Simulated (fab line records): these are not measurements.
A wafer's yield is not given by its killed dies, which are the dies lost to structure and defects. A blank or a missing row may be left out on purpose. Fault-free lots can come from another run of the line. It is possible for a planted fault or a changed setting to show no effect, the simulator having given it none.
fab line records    flow sky130
[record] lots = 5  wafers = 15  last-day = 50
route steps=708 shown METAL1@446 VIA1@458 PAD_OPEN@708
lots that met no fault: taken from a fault-free run of the same line
start-h: hours from the record's opening day to when the first of the lot's shown wafers began    wait-h: time in hours since the lot's previous step    " same as the row above    L1.1+2: a single row standing in for several wafers    - no value, or no start was given    * or withheld: withheld    < > ~ a bound
route shown NAME@n: a module of which the file shows steps, and the number in the route of the first    usual: average and standard deviation across the fault-free wafers    same: alike in all rows    chamber/n: place in a boat    sites: readings site by site    _std_site: the values' standard deviation    _edge_site: mean of outer sites minus mean of inner sites    radius-mm: for every site, how far away it sits from the centre of the wafer    mask NAME#n: copy n    behind: the tool/chamber that last shaped the wafer    hold: why the lot was held/for how many hours/how that ended    device: whichever transistor did not switch (one of n, p or np)    end of line: tests run on the same wafers once the route is complete    a step without rows: its recipe alone    killed: not the wafer's yield, but the dies lost to structure and defects at the first sort    map: shows each die of a wafer: x if killed, . if not, _ if none is there
set.NAME: the run value of the setting; set.NAME@STEP: its run value at that earlier step    model.NAME: the simulator's own value behind a step, which no gauge read
a table for each step, a row for each wafer; lots at some steps of the route
services: when a tool's chamber went out of use (start-h, in hours from the record's first day, below 0 if earlier), for how many hours, and the reason
[[steps]]
[step SKY_METAL1_EXPOSE_12]
[recipe] mask-id = MM1  na = 0.8  source-shape = annular  sigma-inner = 0.55  sigma-outer = 0.85  target-cd-nm = 140  dose-mj = 28
[step SKY_METAL1_PEB_13]
[recipe] peb-temp-c = withheld  peb-time-s = withheld  resist = KrF-thick
[step SKY_METAL1_DEVELOP_14]
[recipe] develop-time-s = 60  resist = KrF-thick  dev-temp-c = 21
[step SKY_METAL1_CD_MEAS_15]
[recipe] target-cd-nm = 140
[usual] cd-nm = 140.2/1.5
lot.wafer  tool       chamber  start-h  wait-h  cd-nm
L550.1     cd-sem-02  -        824.52   -       142.2
L550.2     "          -        "        "       142.0
L550.6     "          -        "        "       141.0
L555.2     cd-sem-02  -        857.19   -       136.9
L555.3     "          -        "        "       137.5
L555.4     "          -        "        "       138.5
L564.2     cd-sem-02  -        911.49   -       140.8
L564.5     "          -        "        "       140.1
L564.6     "          -        "        "       140.1
L565.1     cd-sem-02  -        929.40   -       141.5
L565.5     "          -        "        "       140.6
L565.6     "          -        "        "       140.0
L567.3     cd-sem-02  -        934.33   -       138.8
L567.4     "          -        "        "       140.1
L567.6     "          -        "        "       140.1
[step SKY_METAL1_OVL_MEAS_16]
[usual] METAL1_OVL = 1/6
lot.wafer  tool        chamber  start-h  wait-h  METAL1_OVL[nm]
L550.1     overlay-02  -        824.64   0.1     1
L550.2     "           -        "        "       5
L550.6     "           -        "        "       1
L555.2     overlay-02  -        857.30   0.1     0
L555.3     "           -        "        "       -5
L555.4     "           -        "        "       2
L564.2     overlay-02  -        911.60   0.1     9
L564.5     "           -        "        "       -1
L564.6     "           -        "        "       5
L565.1     overlay-02  -        929.52   0.1     3
L565.5     "           -        "        "       8
L565.6     "           -        "        "       6
L567.3     overlay-01  -        934.42   0.1     4
L567.4     "           -        "        "       7
L567.6     "           -        "        "       7
[step SKY_METAL1_DESCUM_17]
[recipe] chemistry = O2  source-power-w = 150  bias-power-w = 0  pressure-mtorr = 10  temp-c = 40  time-s = 8
[usual] drypump-motor-current-A = 5.8/0.42  oes-product-au = 0.994/0.0095
lot.wafer  tool          chamber  start-h  wait-h  drypump-motor-current-A  oes-product-au  rf-hours-counter-h
L550.1     rie-metal-01  1        824.67   0.0     6.0                      1.002           11
L550.2     "             0        "        "       5.8                      0.985           4
L550.6     "             1        "        "       6.0                      1.006           -
L555.2     rie-metal-03  1        857.33   0.0     6.0                      1.007           13
L555.3     "             0        "        "       5.8                      0.984           -
L555.4     "             1        "        "       6.0                      0.995           -
L564.2     rie-metal-04  1        911.63   0.0     6.5                      0.996           5
L564.5     "             0        "        "       5.0                      0.999           -
L564.6     "             1        "        "       6.5                      0.990           -
L565.1     rie-metal-03  0        929.56   0.0     5.8                      0.992           9
L565.5     "             0        "        "       5.8                      0.991           -
L565.6     "             1        "        "       6.0                      1.001           -
L567.3     rie-metal-04  0        934.45   0.0     5.0                      1.015           -
L567.4     "             1        "        "       6.5                      0.995           -
L567.6     "             0        "        "       5.0                      1.002           -
[step SKY_METAL1_ETCH_18]
[recipe] chemistry = N2/H2  target = BARC  ion-energy-ev = 200  bias-w = 100  pressure-mtorr = 30  n2-flow-sccm = 100  h2-flow-sccm = 200  icp-w = 500  stop-on = SiO2  time-s = 45.9  target-depth-a = 600
[usual] drypump-motor-current-A = 5.8/0.42  h2-flow-sccm = 199.9/0.58  oes-product-au = 0.855/0.0049  throttle-valve-pct = 13.225/0.0087
lot.wafer  tool          chamber  start-h  wait-h  drypump-motor-current-A  h2-flow-sccm  oes-product-au  rf-hours-counter-h  throttle-valve-pct
L550.1     rie-metal-01  1        824.70   0.0     6.0                      199.7         0.848           11                  13.207
L550.2     "             0        "        "       5.7                      199.6         0.850           4                   13.231
L550.6     "             1        "        "       6.0                      200.5         0.853           -                   13.232
L555.2     rie-metal-03  1        857.36   0.0     6.0                      200.4         0.846           13                  13.222
L555.3     "             0        "        "       5.8                      199.7         0.855           -                   13.225
L555.4     "             1        "        "       6.0                      200.3         0.848           -                   13.232
L564.2     rie-metal-04  1        911.66   0.0     6.6                      199.2         0.858           5                   13.236
L564.5     "             0        "        "       5.0                      200.2         0.855           -                   13.236
L564.6     "             1        "        "       6.6                      199.0         0.853           -                   13.219
L565.1     rie-metal-03  0        929.59   0.0     5.9                      199.6         0.858           9                   13.221
L565.5     "             0        "        "       5.9                      199.7         0.846           -                   13.225
L565.6     "             1        "        "       6.0                      199.9         0.860           -                   13.218
L567.3     rie-metal-04  0        934.50   0.0     5.0                      199.9         0.853           -                   13.213
L567.4     "             1        "        "       6.5                      199.6         0.855           -                   13.232
L567.6     "             0        "        "       5.0                      200.4         0.853           -                   13.215
[step SKY_METAL1_METAL_ETCH_19]
[recipe] target-depth-a = 3600  stop-on = SiO2  over-etch-frac = 0.3  time-s = 78  chemistry = Cl2/BCl3  resist-sidewall-deg = 88  pressure-mtorr = 10  icp-w = 900  bias-w = 48.5  Cl2_flow_sccm = 60  bcl3-flow-sccm = 30
[usual] drypump-motor-current-A = 5.8/0.41  oes-product-au = 0.852/0.0065  throttle-valve-pct = 22.263/0.0089
lot.wafer  tool          chamber  start-h  wait-h  drypump-motor-current-A  oes-product-au  rf-hours-counter-h  throttle-valve-pct
L550.1     rie-metal-01  1        824.77   0.0     6.0                      0.838           11                  22.250
L550.2     "             0        "        "       5.7                      0.842           5                   22.286
L550.6     "             1        "        "       6.0                      0.853           -                   22.259
L555.2     rie-metal-03  1        857.42   0.0     6.0                      0.852           13                  22.266
L555.3     "             0        "        "       5.9                      0.858           -                   22.270
L555.4     "             1        "        "       6.0                      0.859           -                   22.272
L564.2     rie-metal-04  1        911.72   0.0     6.5                      0.849           5                   22.279
L564.5     "             0        "        "       5.0                      0.846           -                   22.260
L564.6     "             1        "        "       6.5                      0.837           -                   22.271
L565.1     rie-metal-03  0        929.65   0.0     5.8                      0.848           9                   22.266
L565.5     "             0        "        "       5.8                      0.844           -                   22.256
L565.6     "             1        "        "       6.0                      0.858           -                   22.273
L567.3     rie-metal-04  0        934.57   0.1     5.0                      0.849           -                   22.259
L567.4     "             1        "        "       6.5                      0.858           -                   22.272
L567.6     "             0        "        "       4.9                      0.859           -                   22.260
[step SKY_METAL1_STRIP_20]
[recipe] chemistry = O2/N2  power-w = 1400  pressure-mtorr = 1500  platen-temp-c = withheld  o2-flow-sccm = 3000  n2-flow-sccm = 300  overash-fraction = 0.5
[usual] drypump-motor-current-A = 5.6/0.34  oes-product-au = 0.344/0.0053  strip-time-to-endpoint-s = 2.73/0.048
lot.wafer  tool             chamber  start-h  wait-h  drypump-motor-current-A  oes-product-au  rf-hours-counter-h  strip-time-to-endpoint-s
L550.1     plasma-asher-04  1        824.86   0.1     5.5                      0.345           7                   2.69
L550.2     "                0        "        "       6.0                      0.334           7                   2.76
L550.6     "                1        "        "       5.6                      0.343           -                   2.69
L555.2     plasma-asher-04  1        857.51   0.1     5.6                      0.337           11                  2.71
L555.3     "                0        "        "       6.0                      0.341           -                   2.74
L555.4     "                1        "        "       5.6                      0.341           -                   2.69
L564.2     plasma-asher-02  0        911.81   0.1     5.9                      0.341           48                  2.74
L564.5     "                1        "        "       5.7                      0.339           -                   2.66
L564.6     "                0        "        "       5.8                      0.344           -                   2.76
L565.1     plasma-asher-02  1        929.74   0.1     5.8                      0.347           49                  2.76
L565.5     "                1        "        "       5.8                      0.344           -                   2.70
L565.6     "                0        "        "       5.8                      0.345           -                   2.76
L567.3     plasma-asher-04  0        934.66   0.1     6.0                      0.343           -                   2.68
L567.4     "                1        "        "       5.6                      0.344           -                   2.75
L567.6     "                0        "        "       6.0                      0.334           -                   2.66
[step SKY_METAL1_STRIP_21]
[recipe] chemistry = post-etch-residue-remover  time-s = 1200  temp-c = 72.5
[step SKY_METAL1_CLEAN_22]
[recipe] chemistry = IPA  time-s = 180  temp-c = 25
[step SKY_METAL1_CLEAN_23]
[recipe] chemistry = O3/DIW  dry = n2-spin
[step SKY_VIA1_HDPCVD_00]
[recipe] material = SiO2  target-thk-nm = 1030  sigma-open-frac = 0.3  time-s = 171.7  temp-c = 400  sih4-flow-sccm = 60  pressure-mtorr = 6
[usual] run-length-s = 199.3/0.57
lot.wafer  tool       chamber  start-h  wait-h  run-length-s  model.SiO2_of_VIA1_HDPCVD_00.thk-nm
L550.1     hdpcvd-01  1        825.46   0.0     199.9         1004
L550.2     "          0        "        "       199.8         1017
L550.6     "          0        "        "       199.4         1025
L555.2     hdpcvd-02  1        858.20   0.0     199.5         1050
L555.3     "          2        "        "       199.6         1036
L555.4     "          1        "        "       199.5         1050
L564.2     hdpcvd-02  0        912.42   0.0     199.4         1023
L564.5     "          2        "        "       189.7         972.3
L564.6     "          1        "        "       199.8         1047
L565.1     hdpcvd-01  0        930.35   0.0     199.8         1035
L565.5     "          2        "        "       198.2         1018
L565.6     "          1        "        "       200.2         1030
L567.3     hdpcvd-01  1        935.23   0.0     199.8         1012
L567.4     "          0        "        "       200.1         1020
L567.6     "          2        "        "       198.1         990
[step SKY_VIA1_THK_MEAS_01]
[recipe] reads = SiO2_of_VIA1_HDPCVD_00
[usual] VIA1_HDPCVD_THK = 1032/15
lot.wafer  tool           chamber  start-h  wait-h  VIA1_HDPCVD_THK[nm]
L550.1     film-metro-03  -        825.57   0.1     1004
L550.2     "              -        "        "       1016
L550.6     "              -        "        "       1026
L555.2     film-metro-01  -        858.32   0.1     1051
L555.3     "              -        "        "       1036
L555.4     "              -        "        "       1049
L564.2     film-metro-01  -        912.54   0.1     1022
L564.5     "              -        "        "       973
L564.6     "              -        "        "       1047
L565.1     film-metro-02  -        930.46   0.1     1035
L565.5     "              -        "        "       1018
L565.6     "              -        "        "       1029
L567.3     film-metro-03  -        935.37   0.1     1013
L567.4     "              -        "        "       1020
L567.6     "              -        "        "       990
[step SKY_VIA1_CMP_02]
[recipe] material = SiO2  down-force-psi = 4  platen-rpm = 60  pad-velocity-m-s = 0.94248
[usual] head-pressure-psi = 4.002/0.0091  motor-current-A = 12.1/1
lot.wafer  tool    chamber  start-h  wait-h  head-pressure-psi  motor-current-A
L550.1     cmp-01  2        825.73   0.1     4.001              12.1
L550.2     "       3        "        "       4.006              13.0
L550.6     "       0        "        "       4.008              9.9
L555.3     cmp-01  1        858.37   0.0     3.998              12.2
L555.4     "       2        "        "       4.012              13.1
L555.2     "       0        "        "       4.000              10.5
L564.2     cmp-01  1        915.68   3.1     4.015              12.0
L564.6     "       2        "        "       4.000              12.5
L564.5     "       3        "        "       4.002              13.9
L565.1     cmp-02  2        930.57   0.1     3.994              12.4
L565.6     "       1        "        "       4.005              12.2
L565.5     "       2        "        "       3.991              11.7
L567.4     cmp-01  0        935.70   0.3     4.013              10.4
L567.3     "       2        "        "       4.005              12.4
L567.6     "       0        "        "       4.012              10.6
[step SKY_PAD_OPEN_PROBE_99]
[usual] defect-limited-yield = 82.4/1.9  killed_at_M0_to_M3 = 44/6.5  killed_at_M4_up = 3.0/1.5  killed-at-contacts = 25/5.1  killed-at-front-end = 14/4.1  killed-at-other = 0.3/0.57  killed-dies = 87/9.5  killed-on-rim = 17/3.9  killed-open = 48/6.8  killed-short = 39/6.2  sort_bin_3_pad_short = 0.8/0.42  sort_bin_5_function = 10.4/1.4  sort_bin_6_memory = 6.3/1.2  sort-n-pass = 405/9.5  sort-yield-pct = 82.4/1.9
[same] gross-dies = 492  killed-at-back-side = 0  sort_bin_4_leakage[%] = 0  sort_bin_8_speed[%] = 0
lot.wafer  tool       chamber  start-h  wait-h  defect-limited-yield[%]  killed_at_M0_to_M3  killed_at_M4_up  killed-at-contacts  killed-at-front-end  killed-at-other  killed-dies  killed-on-rim  killed-open  killed-short  sort_bin_3_pad_short[%]  sort_bin_5_function[%]  sort_bin_6_memory[%]  sort-n-pass  sort-yield-pct[%]
L550.1     prober-01  -        1122.37  0.1     83.7                     38                  4                22                  15                   1                80           11             39           39            1.6                      8.1                     6.5                   412          83.7
L550.2     prober-01  -        1122.42  0.1     82.5                     33                  4                31                  18                   0                86           16             50           35            0.8                      10.0                    6.7                   406          82.5
L550.6     prober-01  -        1122.62  0.2     78.0                     49                  6                34                  18                   1                108          15             57           50            1.2                      13.0                    7.7                   384          78.0
L564.2     prober-02  -        1186.56  0.1     81.3                     47                  3                25                  17                   0                92           19             39           53            1.6                      11.4                    5.7                   400          81.3
L564.5     prober-02  -        1186.71  0.2     81.5                     37                  3                32                  19                   0                91           23             50           41            1.6                      11.4                    5.5                   401          81.5
L564.6     prober-02  -        1186.76  0.2     82.3                     41                  2                27                  17                   0                87           11             47           40            1.0                      10.4                    6.3                   405          82.3
L565.1     prober-02  -        1196.62  0.1     85.8                     38                  6                21                  5                    0                70           15             36           34            0.6                      8.5                     5.1                   422          85.8
L565.5     prober-02  -        1196.82  0.2     84.6                     45                  1                16                  14                   0                76           14             40           36            1.2                      8.3                     5.9                   416          84.6
L565.6     prober-02  -        1196.87  0.2     83.9                     48                  3                17                  11                   0                79           16             46           33            1.2                      10.0                    4.9                   413          83.9
L567.3     prober-01  -        1200.20  0.2     79.9                     51                  1                32                  15                   0                99           14             48           51            0.4                      12.4                    7.3                   393          79.9
L567.4     prober-01  -        1200.25  0.2     85.0                     46                  2                23                  3                    0                74           11             40           34            0.2                      9.1                     5.7                   418          85.0
L567.6     prober-01  -        1200.35  0.2     80.9                     50                  4                30                  10                   0                94           20             55           39            0.6                      10.8                    7.7                   398          80.9
// killed by level:class
L550.1 VIA1:geometric-particle:open=10 CONTACT:geometric-particle:open=8 CONTACT:geometric-particle:short=7 VIA1:geometric-particle:short=7 METAL1:geometric-particle:short=5 FIELD_ISO:geometric-particle:open=4 METAL3:geometric-particle:short=4 VIA2:geometric-particle:open=4
L550.2 CONTACT:geometric-particle:open=10 LI_CONTACT:geometric-particle:open=9 VIA3:geometric-particle:open=8 FIELD_ISO:geometric-particle:open=7 VIA1:geometric-particle:open=7 LOCAL_INTERCONNECT:geometric-particle:short=6 FIELD_ISO:geometric-particle:short=5 METAL1:geometric-particle:open=5
L550.6 CONTACT:geometric-particle:open=14 VIA1:geometric-particle:open=12 VIA2:geometric-particle:open=10 CONTACT:geometric-particle:short=8 METAL1:geometric-particle:short=7 LI_CONTACT:geometric-particle:open=7 FIELD_ISO:geometric-particle:short=6 METAL4:geometric-particle:short=6
L564.2 METAL1:geometric-particle:short=11 FIELD_ISO:geometric-particle:short=9 CONTACT:geometric-particle:open=7 VIA3:geometric-particle:open=7 VIA2:geometric-particle:open=6 CONTACT:geometric-particle:short=6 VIA1:geometric-particle:open=6 LI_CONTACT:geometric-particle:open=4
L564.5 CONTACT:geometric-particle:open=11 METAL1:geometric-particle:short=9 VIA1:geometric-particle:open=9 VIA2:geometric-particle:open=7 LI_CONTACT:geometric-particle:open=6 CONTACT:geometric-particle:short=6 FIELD_ISO:geometric-particle:short=5 FIELD_ISO:geometric-particle:open=4
L564.6 VIA1:geometric-particle:open=15 LI_CONTACT:geometric-particle:open=9 METAL1:geometric-particle:short=7 FIELD_ISO:geometric-particle:open=6 POLY_GATE:geometric-particle:short=4 LI_CONTACT:geometric-particle:short=4 LOCAL_INTERCONNECT:geometric-particle:open=4 CONTACT:geometric-particle:short=4
L565.1 VIA1:geometric-particle:open=9 METAL2:geometric-particle:short=8 LOCAL_INTERCONNECT:geometric-particle:short=7 VIA3:geometric-particle:open=7 LI_CONTACT:geometric-particle:open=5 CONTACT:geometric-particle:short=5 VIA2:geometric-particle:open=5 METAL4:geometric-particle:short=5
L565.5 VIA1:geometric-particle:open=11 METAL1:geometric-particle:short=8 VIA2:geometric-particle:open=7 FIELD_ISO:geometric-particle:short=6 CONTACT:geometric-particle:short=5 LI_CONTACT:geometric-particle:open=4 CONTACT:geometric-particle:open=4 VIA1:geometric-particle:short=4
L565.6 VIA2:geometric-particle:open=14 VIA3:geometric-particle:open=7 VIA1:geometric-particle:short=6 CONTACT:geometric-particle:open=5 FIELD_ISO:geometric-particle:short=4 METAL1:geometric-particle:short=4 LI_CONTACT:geometric-particle:open=4 VIA1:geometric-particle:open=4
L567.3 CONTACT:geometric-particle:open=10 VIA1:geometric-particle:open=10 CONTACT:geometric-particle:short=9 METAL2:geometric-particle:short=8 VIA3:geometric-particle:open=7 VIA3:geometric-particle:short=6 LI_CONTACT:geometric-particle:open=6 METAL1:geometric-particle:short=6
L567.4 VIA1:geometric-particle:open=10 CONTACT:geometric-particle:open=9 METAL2:geometric-particle:short=7 METAL1:geometric-particle:short=6 LI_CONTACT:geometric-particle:short=5 LI_CONTACT:geometric-particle:open=5 VIA3:geometric-particle:short=4 VIA2:geometric-particle:open=4
L567.6 CONTACT:geometric-particle:open=16 VIA1:geometric-particle:open=13 METAL2:geometric-particle:short=9 VIA1:geometric-particle:short=8 VIA3:geometric-particle:open=7 LI_CONTACT:geometric-particle:open=6 FIELD_ISO:geometric-particle:open=4 CONTACT:geometric-particle:short=4
[[services]]
tool             chamber  start-h  hours  kind
cmp-02           -        801.93   0.5    repair
rie-metal-01     -        802.96   15.6   pm
plasma-asher-02  -        803.04   0.3    repair
cmp-01           -        819.60   4.5    pm
rie-metal-01     1        831.32   18.4   repair
cmp-01           -        840.28   1.9    repair
cmp-02           -        857.17   2.1    repair
hdpcvd-01        -        862.70   1.5    repair
rie-metal-01     -        878.92   0.6    repair
cmp-02           -        912.00   4.0    pm
cmp-02           -        916.00   -      consumable-replace:conditioner
cmp-02           -        916.00   -      consumable-replace:pad
plasma-asher-02  -        917.19   4.8    repair
cmp-02           -        934.04   22.8   pm
[[key]]
[first-sign] step = SKY_VIA1_HDPCVD_00  reading = run-length-s  direction = down  sigmas = 17  usual = *  struck = *
[effect] step = SKY_VIA1_THK_MEAS_01  reading = VIA1_HDPCVD_THK  direction = down  sigmas = 4.1  usual = 1032  struck = 973
[model-effect] step = SKY_VIA1_HDPCVD_00  value = SiO2_of_VIA1_HDPCVD_00.thk-nm  without = 1031  struck = 972.3
met-at SKY_VIA1_HDPCVD_00
struck-wafers L564.5
onset-between 858.20 912.42
[fault] kind = process-parameter-drift  tool = hdpcvd-02  chamber = -  onset-h = 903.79  steps = SKY_VIA1_HDPCVD_00  channel = time-s  offset = *  shape = step  end-h = 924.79  scope = struck-wafers-only  acts-in = *  stated = *
